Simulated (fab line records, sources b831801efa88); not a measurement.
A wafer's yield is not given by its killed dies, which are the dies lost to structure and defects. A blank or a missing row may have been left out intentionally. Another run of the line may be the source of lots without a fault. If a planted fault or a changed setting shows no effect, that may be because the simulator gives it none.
fab line records | flow sky130 | part 1 of 2: steps 1 to 25 of 34
[record] lots = 5 wafers = 15 lastDay = 50
route steps=708 shown METAL4@631 VIA4@639 METAL5@661
lots untouched by any fault: they come from a run of this same line in which no faults occurred
startH: hours from the record's opening day to when the first of the lot's shown wafers began | waitH: hours elapsed since this lot's preceding step | " the same as in the row above | L1.1+2: several wafers, shown together as one row | - either no value or no given start | * or withheld: withheld | < > ~ a bound
route shown NAME@n: a module of which the file shows steps, and the number in the route of the first | usual: mean/standard deviation of fault-free wafers | same: alike in all rows | chamber/n: place in a boat | sites: each site's reading | _std_site: standard deviation across them | _edge_site: mean of outer sites minus mean of inner sites | radiusMm: for every site, how far away it sits from the centre of the wafer | mask NAME#n: copy n | behind: the most recent tool/chamber to have shaped the wafer | hold: why the lot was held/for how many hours/how that ended | device: which transistor (n, p or np) failed to switch | end of line: tests run on the same wafers once the route is complete | a step without rows: its recipe alone | killed: dies lost to structure and defects at the first sort, not the wafer's yield | map: a wafer's dies, x killed, . not, _ none there
set.NAME: setting as actually run; set.NAME@STEP: the setting as run at that earlier step | model.NAME: the simulator's own value behind a step, which no gauge read
lots at selected steps of the route; one table per step, one row per wafer
services: from which hour (startH, from the record's first day; less than 0 if before it) a tool's chamber was out of use, for how many hours, and why
[[steps]]
[step SKY_METAL4_DESCUM_15]
[recipe] chemistry = O2 sourcePowerW = 150 biasPowerW = 0 pressureMtorr = 10 tempC = 40 timeS = 8
[usual] drypumpMotorCurrentA = 6.0/0.33 oesProductAu = 1.010/0.013 rfFwdPowerW = 146.9/0.71
// columns lot.wafer tool chamber startH waitH drypumpMotorCurrentA oesProductAu rfFwdPowerW rfHoursCounterH
L074.2 rieMetal-04 1 977.29 0.0 5.6 1.011 147.0 8
L074.4 " 1 " " 5.6 1.002 146.7 -
L074.6 " 1 " " 5.6 1.008 146.1 -
L078.2 rieMetal-01 1 1003.83 0.0 6.1 1.023 147.5 7
L078.3 " 0 " " 6.3 1.013 146.0 -
L078.5 " 1 " " 6.1 1.027 146.5 -
L084.3 rieMetal-01 1 1054.60 0.0 6.1 1.028 146.6 -
L084.4 " 0 " " 6.3 1.008 147.5 -
L084.6 " 0 " " 6.3 1.032 145.7 -
L090.1 rieMetal-04 0 1082.64 0.0 5.8 0.999 146.3 18
L090.2 " 1 " " 5.6 1.014 147.1 13
L090.4 " 1 " " 5.6 1.014 145.9 -
L096.2 rieMetal-01 0 1114.58 0.0 6.3 1.022 145.7 27
L096.5 " 1 " " 6.1 1.013 147.1 -
L096.6 " 0 " " 6.3 1.013 146.4 -
[step SKY_METAL4_ETCH_16]
[recipe] chemistry = N2/H2 target = BARC ionEnergyEv = 200 biasW = 100 pressureMtorr = 30 n2FlowSccm = 100 h2FlowSccm = 200 icpW = 500 stopOn = SiO2 timeS = 88.2 targetDepthA = 600
[usual] drypumpMotorCurrentA = 6.0/0.33 oesProductAu = 0.626/0.0048 rfFwdPowerW = 496.8/1.6 throttleValvePct = 13.205/0.0093
// columns lot.wafer tool chamber startH waitH drypumpMotorCurrentA oesProductAu rfFwdPowerW rfHoursCounterH throttleValvePct
L074.2 rieMetal-04 1 977.32 0.0 5.6 0.625 497.0 8 13.220
L074.4 " 1 " " 5.6 0.626 496.9 - 13.221
L074.6 " 1 " " 5.6 0.625 498.3 - 13.195
L078.2 rieMetal-01 1 1003.86 0.0 6.1 0.619 496.5 7 13.225
L078.3 " 0 " " 6.3 0.628 494.5 - 13.203
L078.5 " 1 " " 6.1 0.625 497.3 - 13.198
L084.3 rieMetal-01 1 1054.65 0.0 6.0 0.632 497.4 - 13.201
L084.4 " 0 " " 6.3 0.627 496.7 - 13.195
L084.6 " 0 " " 6.3 0.617 496.8 - 13.199
L090.1 rieMetal-04 0 1082.67 0.0 5.8 0.611 495.6 18 13.208
L090.2 " 1 " " 5.6 0.628 494.4 13 13.206
L090.4 " 1 " " 5.6 0.628 495.5 - 13.203
L096.2 rieMetal-01 0 1114.61 0.0 6.3 0.632 497.3 27 13.210
L096.5 " 1 " " 6.1 0.630 497.7 - 13.201
L096.6 " 0 " " 6.3 0.627 494.7 - 13.211
[step SKY_METAL4_ETCH_17]
[recipe] target = SiO2 stopOn = TiN chemistry = C4F8/O2/Ar sourceW = 1500 biasW = 1200 pressureMtorr = 40 c4f8FlowSccm = withheld O2_flow_sccm = 6 Ar_flow_sccm = 300 timeS = 3.9 targetDepthA = 150
[usual] oesProductAu = 0.757/0.0084 rfFwdPowerW = 1469/5.8
// columns lot.wafer tool chamber startH waitH oesProductAu rfFwdPowerW rfHoursCounterH
L074.2 rieDiel-01 3 977.42 0.1 0.752 1472 19
L074.4 " 2 " " 0.763 1475 6
L074.6 " 1 " " 0.770 1481 -
L078.2 rieDiel-02 1 1003.96 0.1 0.740 1471 28
L078.3 " 3 " " 0.749 1461 9
L078.5 " 1 " " 0.764 1474 -
L084.3 rieDiel-01 0 1054.72 0.0 0.765 1466 16
L084.4 " 1 " " 0.758 1476 11
L084.6 " 2 " " 0.777 1472 -
L090.1 rieDiel-03 0 1082.77 0.1 0.744 1471 7
L090.2 " 3 " " 0.752 1461 10
L090.4 " 1 " " 0.759 1477 9
L096.2 rieDiel-01 0 1114.71 0.1 0.742 1466 18
L096.5 " 3 " " 0.749 1474 -
L096.6 " 0 " " 0.750 1469 -
[step SKY_METAL4_METAL_ETCH_18]
[recipe] targetDepthA = 8450 stopOn = SiO2 overEtchFrac = 0.3 timeS = 183.1 chemistry = Cl2/BCl3 resistSidewallDeg = 88 pressureMtorr = 10 icpW = 900 biasW = 48.5 Cl2_flow_sccm = 60 bcl3FlowSccm = 30
[usual] bcl3FlowSccm = 30.01/0.1 drypumpMotorCurrentA = 6.13/0.25 oesProductAu = 0.864/0.0071 rfFwdPowerW = 896.4/2.9 throttleValvePct = 22.265/0.0088
// columns lot.wafer tool chamber startH waitH bcl3FlowSccm drypumpMotorCurrentA oesProductAu rfFwdPowerW rfHoursCounterH throttleValvePct
L074.2 rieMetal-01 0 977.43 0.0 30.01 6.30 0.872 901.2 17 22.259
L074.4 " 1 " " 30.03 6.07 0.856 897.9 - 22.275
L074.6 " 1 " " 29.84 6.07 0.873 900.9 - 22.262
L078.2 rieMetal-02 1 1003.98 0.0 29.89 6.08 0.864 893.6 6 22.266
L078.3 " 0 " " 29.93 6.53 0.863 901.1 - 22.268
L078.5 " 1 " " 30.07 6.08 0.853 894.3 - 22.254
L084.3 rieMetal-01 0 1054.79 0.1 30.05 6.26 0.854 897.1 - 22.272
L084.4 " 1 " " 29.97 6.07 0.880 897.2 - 22.258
L084.6 " 1 " " 30.09 6.09 0.862 897.0 - 22.265
L090.1 rieMetal-01 1 1082.79 0.0 29.83 6.06 0.864 894.3 13 22.263
L090.2 " 0 " " 30.27 6.27 0.860 896.8 25 22.256
L090.4 " 1 " " 29.96 6.07 0.869 897.5 - 22.252
L096.2 rieMetal-04 1 1114.73 0.0 30.06 5.62 0.872 893.5 16 22.268
L096.5 " 1 " " 30.03 5.61 0.857 896.8 - 22.245
L096.6 " 0 " " 30.14 5.78 0.860 894.1 - 22.256
[step SKY_METAL4_STRIP_19]
[recipe] chemistry = O2/N2 powerW = 1400 pressureMtorr = 1500 platenTempC = withheld o2FlowSccm = 3000 n2FlowSccm = 300 overashFraction = 0.5
[usual] drypumpMotorCurrentA = 5.7/0.69 oesProductAu = 0.498/0.0069 stripTimeToEndpointS = 6.45/0.13
// columns lot.wafer tool chamber startH waitH drypumpMotorCurrentA oesProductAu rfHoursCounterH stripTimeToEndpointS
L074.2 plasmaAsher-02 1 977.61 0.1 5.2 0.495 54 6.36
L074.4 " 0 " " 6.2 0.489 - 6.31
L074.6 " 0 " " 6.2 0.489 - 6.34
L078.2 plasmaAsher-04 1 1004.16 0.1 4.7 0.501 26 6.72
L078.3 " 0 " " 6.5 0.500 - 6.53
L078.5 " 1 " " 4.7 0.505 - 6.70
L084.3 plasmaAsher-02 0 1054.95 0.1 6.2 0.488 - 6.35
L084.4 " 1 " " 5.2 0.491 - 6.34
L084.6 " 1 " " 5.2 0.482 - 6.29
L090.1 plasmaAsher-01 1 1082.96 0.1 5.5 0.487 90 6.42
L090.2 " 0 " " 6.1 0.491 90 6.35
L090.4 " 1 " " 5.5 0.498 - 6.38
L096.2 plasmaAsher-02 1 1114.91 0.1 5.2 0.492 68 6.43
L096.5 " 0 " " 6.2 0.500 - 6.47
L096.6 " 1 " " 5.2 0.496 - 6.39
[step SKY_METAL4_STRIP_20]
[recipe] chemistry = postEtchResidueRemover timeS = 1200 tempC = 72.5
[usual] bathGuardTempC = 72.6/0.76 bathHeatDutyPct = 14.6/1.7
// columns lot.wafer tool chamber startH waitH bathGuardTempC bathHeatDutyPct
L074.2 wetBench-03 2 977.71 0.1 72.5 14.3
L074.4 " 2 " " 72.6 15.1
L074.6 " 2 " " 72.4 16.5
L078.2 wetBench-02 0 1004.26 0.1 72.4 15.0
L078.3 " 0 " " 72.4 15.9
L078.5 " 0 " " 72.5 14.6
L084.3 wetBench-02 2 1055.01 0.0 73.3 15.0
L084.4 " 2 " " 73.2 15.0
L084.6 " 2 " " 73.7 16.1
L090.1 wetBench-02 0 1083.06 0.1 72.3 13.4
L090.2 " 0 " " 72.2 13.9
L090.4 " 0 " " 72.1 14.7
L096.2 wetBench-02 2 1115.01 0.1 73.2 14.4
L096.5 " 2 " " 73.2 13.0
L096.6 " 2 " " 73.4 15.5
[step SKY_METAL4_CLEAN_21]
[recipe] chemistry = IPA timeS = 180 tempC = 25
[usual] bathHeatDutyPct = 6.4/0.78
// columns lot.wafer tool chamber startH waitH bathHeatDutyPct
L074.2 wetBench-02 2 978.08 0.0 6.4
L074.4 " 2 " " 6.5
L074.6 " 2 " " 6.1
L078.2 wetBench-04 1 1004.60 0.0 7.0
L078.3 " 1 " " 7.1
L078.5 " 1 " " 6.5
L084.3 wetBench-02 2 1055.39 0.0 5.7
L084.4 " 2 " " 6.6
L084.6 " 2 " " 6.5
L090.1 wetBench-03 3 1083.40 0.0 7.2
L090.2 " 3 " " 7.6
L090.4 " 3 " " 6.8
L096.2 wetBench-02 2 1115.38 0.0 6.3
L096.5 " 2 " " 6.3
L096.6 " 2 " " 6.3
[step SKY_METAL4_CLEAN_22]
[recipe] chemistry = O3/DIW dry = n2Spin
// columns lot.wafer tool chamber startH waitH
L074.2+4+6 wetBench-04 1 978.14 0.0
L078.2+3+5 wetBench-03 2 1004.66 0.0
L084.3+4+6 wetBench-02 1 1055.45 0.0
L090.1+2+4 wetBench-04 2 1083.46 0.0
L096.2+5+6 wetBench-02 2 1115.45 0.0
[step SKY_VIA4_HDPCVD_00]
[recipe] material = SiO2 targetThkNm = 1750 sigmaOpenFrac = 0.3 timeS = 291.7 tempC = 400 sih4FlowSccm = 60 pressureMtorr = 6
// columns lot.wafer tool chamber startH waitH
L074.2+4+6 hdpcvd-02 2,1,2 978.24 0.0
L078.2+3+5 hdpcvd-02 2,0,2 1004.76 0.0
L084.3+4+6 hdpcvd-01 1,0,2 1055.55 0.0
L090.1+2+4 hdpcvd-02 1,2,0 1083.55 0.0
L096.2+5+6 hdpcvd-02 1,0,1 1115.55 0.0
[step SKY_VIA4_THK_MEAS_01]
[recipe] reads = SiO2_of_VIA4_HDPCVD_00
[usual] VIA4_HDPCVD_THK = 1749/22
// columns lot.wafer tool chamber startH waitH VIA4_HDPCVD_THK[nm]
L074.2 filmMetro-02 - 978.52 0.2 1755
L074.4 " - " " 1710
L074.6 " - " " 1739
L078.2 filmMetro-01 - 1004.94 0.1 1738
L078.3 " - " " 1741
L078.5 " - " " 1742
L084.3 filmMetro-01 - 1055.75 0.1 1737
L084.4 " - " " 1760
L084.6 " - " " 1756
L090.1 filmMetro-02 - 1083.73 0.1 1760
L090.2 " - " " 1787
L090.4 " - " " 1751
L096.2 filmMetro-02 - 1115.73 0.1 1742
L096.5 " - " " 1760
L096.6 " - " " 1741
[step SKY_VIA4_CMP_02]
[recipe] material = SiO2 downForcePsi = 4 platenRpm = 60 padVelocityMS = 0.94248
[usual] motorCurrentA = 12.6/1.7
// columns lot.wafer tool chamber startH waitH motorCurrentA
L074.2 cmp-01 2 978.67 0.1 14.3
L074.4 " 3 " " 9.8
L074.6 " 0 " " 12.1
L078.3 cmp-02 2 1004.99 0.0 13.9
L078.2 " 0 " " 10.4
L078.5 " 3 " " 15.4
L084.4 cmp-02 3 1055.79 0.0 14.7
L084.3 " 1 " " 11.1
L084.6 " 3 " " 14.8
L090.2 cmp-02 1 1083.79 0.0 11.3
L090.1 " 2 " " 13.5
L090.4 " 3 " " 14.4
L096.2 cmp-01 0 1115.78 0.0 11.9
L096.6 " 0 " " 12.1
L096.5 " 1 " " 13.3
[step SKY_VIA4_BOW_MEAS_03]
[recipe] mode = bow
[usual] VIA4_BOW = 79/8.4
// columns lot.wafer tool chamber startH waitH VIA4_BOW[um]
L074.2 filmMetro-01 - 978.89 0.2 73
L074.4 " - " " 86
L074.6 " - " " 68
L078.2 filmMetro-01 - 1005.31 0.2 73
L078.3 " - " " 65
L078.5 " - " " 90
L084.3 filmMetro-02 - 1056.13 0.2 75
L084.4 " - " " 77
L084.6 " - " " 79
L090.1 filmMetro-01 - 1084.09 0.2 79
L090.2 " - " " 83
L090.4 " - " " 66
L096.2 filmMetro-04 - 1116.10 0.3 85
L096.5 " - " " 81
L096.6 " - " " 72
[step SKY_VIA4_DEHYDRATE_04]
[recipe] tempC = 200 timeS = 60
// columns lot.wafer tool chamber startH waitH
L074.2+4+6 lithoTrack-03 0 989.39 10.5
L078.2+3+5 lithoTrack-02 0 1015.50 10.2
L084.3+4+6 lithoTrack-02 0 1065.68 9.5
L090.1+2+4 lithoTrack-02 0 1094.48 10.4
L096.2+5+6 lithoTrack-02 0 1124.56 8.4
[step SKY_VIA4_HMDS_05]
[recipe] primeTimeS = 60 primeTempC = 120
[same] primeTimeS = 60
// columns lot.wafer tool chamber startH waitH
L074.2+4+6 lithoTrack-03 0 989.54 0.1
L078.2+3+5 lithoTrack-02 0 1015.65 0.1
L084.3+4+6 lithoTrack-02 0 1065.83 0.1
L090.1+2+4 lithoTrack-02 0 1094.63 0.1
L096.2+5+6 lithoTrack-02 0 1124.71 0.1
[step SKY_VIA4_COAT_06]
[recipe] resist = NOVOLAK spinRpm = 3000 resistThkNm = 1140
// columns lot.wafer tool chamber startH waitH
L074.2+4+6 lithoTrack-03 0 989.69 0.1
L078.2+3+5 lithoTrack-02 0 1015.80 0.1
L084.3+4+6 lithoTrack-02 0 1065.98 0.1
L090.1+2+4 lithoTrack-02 0 1094.78 0.1
L096.2+5+6 lithoTrack-02 0 1124.86 0.1
[step SKY_VIA4_SOFTBAKE_07]
[recipe] tempC = 90 timeS = 60 resist = NOVOLAK
// columns lot.wafer tool chamber startH waitH
L074.2+4+6 lithoTrack-03 0 989.84 0.1
L078.2+3+5 lithoTrack-02 0 1015.95 0.1
L084.3+4+6 lithoTrack-02 0 1066.13 0.1
L090.1+2+4 lithoTrack-02 0 1094.93 0.1
L096.2+5+6 lithoTrack-02 0 1125.01 0.1
[step SKY_VIA4_EXPOSE_08]
[recipe] maskId = VIM4 na = 0.6 sourceShape = conventional sigmaOuter = 0.6 polarization = unpolarized targetCdNm = 800 doseMj = 132
[same] na = 0.6
// columns lot.wafer tool chamber startH waitH mask
L074.2+4+6 ilineStepper-01 0 - - VIM4#0
L078.2+3+5 ilineStepper-02 0 - - VIM4#0
L084.3+4+6 ilineStepper-02 0 - - VIM4#0
L090.1+2+4 ilineStepper-02 0 - - VIM4#0
L096.2+5+6 ilineStepper-01 0 - - VIM4#0
[step SKY_VIA4_PEB_09]
[recipe] tempC = withheld timeS = * resist = NOVOLAK
// columns lot.wafer tool chamber startH waitH
L074.2+4+6 lithoTrack-03 0 - -
L078.2+3+5 lithoTrack-03 0 - -
L084.3+4+6 lithoTrack-03 0 - -
L090.1+2+4 lithoTrack-01 0 - -
L096.2+5+6 lithoTrack-02 0 - -
[step SKY_VIA4_DEVELOP_10]
[recipe] resist = NOVOLAK developer = TMAH developTimeS = 60 devTempC = 23
// columns lot.wafer tool chamber startH waitH
L074.2+4+6 lithoTrack-03 0 1002.34 0.1
L078.2+3+5 lithoTrack-03 0 1028.09 0.1
L084.3+4+6 lithoTrack-03 0 1077.22 0.1
L090.1+2+4 lithoTrack-01 0 1104.43 0.1
L096.2+5+6 lithoTrack-02 0 1134.11 0.1
[step SKY_VIA4_OVL_MEAS_11]
[usual] VIA4_OVL = -0.9/1.4
// columns lot.wafer tool chamber startH waitH VIA4_OVL[nm]
L074.2 overlay-01 - 1002.47 0.1 -0.1
L074.4 " - " " 0.1
L074.6 " - " " -1.9
L078.2 overlay-02 - 1028.22 0.1 -2.2
L078.3 " - " " -2.9
L078.5 " - " " -2.0
L084.3 overlay-02 - 1077.33 0.1 -2.8
L084.4 " - " " -2.2
L084.6 " - " " -2.3
L090.1 overlay-01 - 1104.58 0.1 -0.5
L090.2 " - " " -2.4
L090.4 " - " " -1.1
L096.2 overlay-01 - 1134.24 0.1 -2.2
L096.5 " - " " -0.8
L096.6 " - " " -2.7
[step SKY_VIA4_ETCH_12]
[recipe] target = SiO2 chemistry = C4F8/O2/Ar stopOn = TiN maskMaterial = NOVOLAK sourceW = 1500 biasW = 1200 pressureMtorr = 40 c4f8FlowSccm = withheld O2_flow_sccm = 6 Ar_flow_sccm = 300 timeS = withheld targetDepthA = 5800
[usual] oesProductAu = 0.926/0.0045 rfFwdPowerW = 1493/4.4
// columns lot.wafer tool chamber startH waitH oesProductAu rfFwdPowerW
L074.2 rieDiel-01 1 1002.50 0.0 0.925 1493
L074.4 " 0 " " 0.925 1490
L074.6 " 2 " " 0.918 1491
L078.2 rieDiel-04 2 1028.25 0.0 0.930 1498
L078.3 " 1 " " 0.934 1490
L078.5 " 3 " " 0.928 1497
L084.3 rieDiel-02 0 1077.35 0.0 0.927 1489
L084.4 " 2 " " 0.924 1490
L084.6 " 1 " " 0.924 1496
L090.1 rieDiel-01 3 1104.62 0.0 0.929 1491
L090.2 " 2 " " 0.917 1494
L090.4 " 1 " " 0.934 1486
L096.2 rieDiel-02 2 1134.27 0.0 0.918 1489
L096.5 " 3 " " 0.927 1499
L096.6 " 2 " " 0.923 1491
[step SKY_VIA4_STRIP_13]
[recipe] chemistry = O2/N2 powerW = 1400 pressureMtorr = 1500 platenTempC = withheld o2FlowSccm = 3000 n2FlowSccm = 300 overashFraction = 0.5
[usual] drypumpMotorCurrentA = 5.7/0.4 oesProductAu = 0.709/0.0049 stripTimeToEndpointS = 12.81/0.036
// columns lot.wafer tool chamber startH waitH drypumpMotorCurrentA oesProductAu rfHoursCounterH stripTimeToEndpointS
L074.2 plasmaAsher-01 1 1002.58 - 5.5 0.717 82 12.83
L074.4 " 1 " " 5.5 0.708 - 12.80
L074.6 " 0 " " 6.2 0.705 - 12.79
L078.2 plasmaAsher-02 1 1028.33 - 5.2 0.712 60 12.80
L078.3 " 1 " " 5.2 0.716 - 12.83
L078.5 " 0 " " 6.2 0.702 - 12.77
L084.3 plasmaAsher-02 1 1077.46 - 5.1 0.715 - 12.79
L084.4 " 0 " " 6.2 0.706 - 12.84
L084.6 " 1 " " 5.2 0.707 - 12.82
L090.1 plasmaAsher-01 1 1104.69 - 5.5 0.706 92 12.81
L090.2 " 0 " " 6.1 0.713 92 12.80
L090.4 " 0 " " 6.1 0.712 - 12.77
L096.2 plasmaAsher-01 0 1134.34 - 6.2 0.704 95 12.83
L096.5 " 0 " " 6.2 0.712 - 12.84
L096.6 " 1 " " 5.4 0.711 - 12.82
[step SKY_VIA4_STRIP_14]
[recipe] chemistry = postEtchResidueRemover timeS = 1200 tempC = 72.5
[usual] bathGuardTempC = 72.6/0.72 bathHeatDutyPct = 14.6/1.2
// columns lot.wafer tool chamber startH waitH bathGuardTempC bathHeatDutyPct
L074.2 wetBench-02 1 1002.68 0.1 71.8 14.9
L074.4 " 1 " " 71.5 15.3
L074.6 " 1 " " 71.4 15.3
L078.2 wetBench-02 3 1028.43 0.1 72.6 13.5
L078.3 " 3 " " 72.8 14.6
L078.5 " 3 " " 72.3 14.3
L084.3 wetBench-01 0 1077.53 0.0 73.3 15.3
L084.4 " 0 " " 73.5 16.6
L084.6 " 0 " " 73.4 14.4
L090.1 wetBench-03 3 1104.79 0.1 72.8 15.1
L090.2 " 3 " " 72.6 17.1
L090.4 " 3 " " 72.7 14.7
L096.2 wetBench-03 1 1134.44 0.1 74.4 15.1
L096.5 " 1 " " 74.2 14.6
L096.6 " 1 " " 74.5 15.7
[step SKY_VIA4_CLEAN_15]
[recipe] chemistry = IPA timeS = 180 tempC = 25
[usual] bathHeatDutyPct = 6.7/0.65
// columns lot.wafer tool chamber startH waitH bathHeatDutyPct
L074.2 wetBench-01 0 1003.02 0.0 6.4
L074.4 " 0 " " 7.0
L074.6 " 0 " " 6.8
L078.2 wetBench-01 3 1028.77 0.0 6.8
L078.3 " 3 " " 7.3
L078.5 " 3 " " 7.3
L084.3 wetBench-03 3 1077.87 0.0 7.4
L084.4 " 3 " " 6.8
L084.6 " 3 " " 7.2
L090.1 wetBench-02 3 1105.13 0.0 5.7
L090.2 " 3 " " 5.3
L090.4 " 3 " " 7.1
L096.2 wetBench-01 1 1134.78 0.0 5.7
L096.5 " 1 " " 5.4
L096.6 " 1 " " 6.5
[step SKY_VIA4_CLEAN_16]
[recipe] chemistry = O3/DIW dry = n2Spin
// columns lot.wafer tool chamber startH waitH
L074.2+4+6 wetBench-02 1 1003.08 0.0
L078.2+3+5 wetBench-03 1 1028.83 0.0
L084.3+4+6 wetBench-03 2 1077.93 0.0
L090.1+2+4 wetBench-01 2 1105.19 0.0
L096.2+5+6 wetBench-03 1 1134.84 0.0
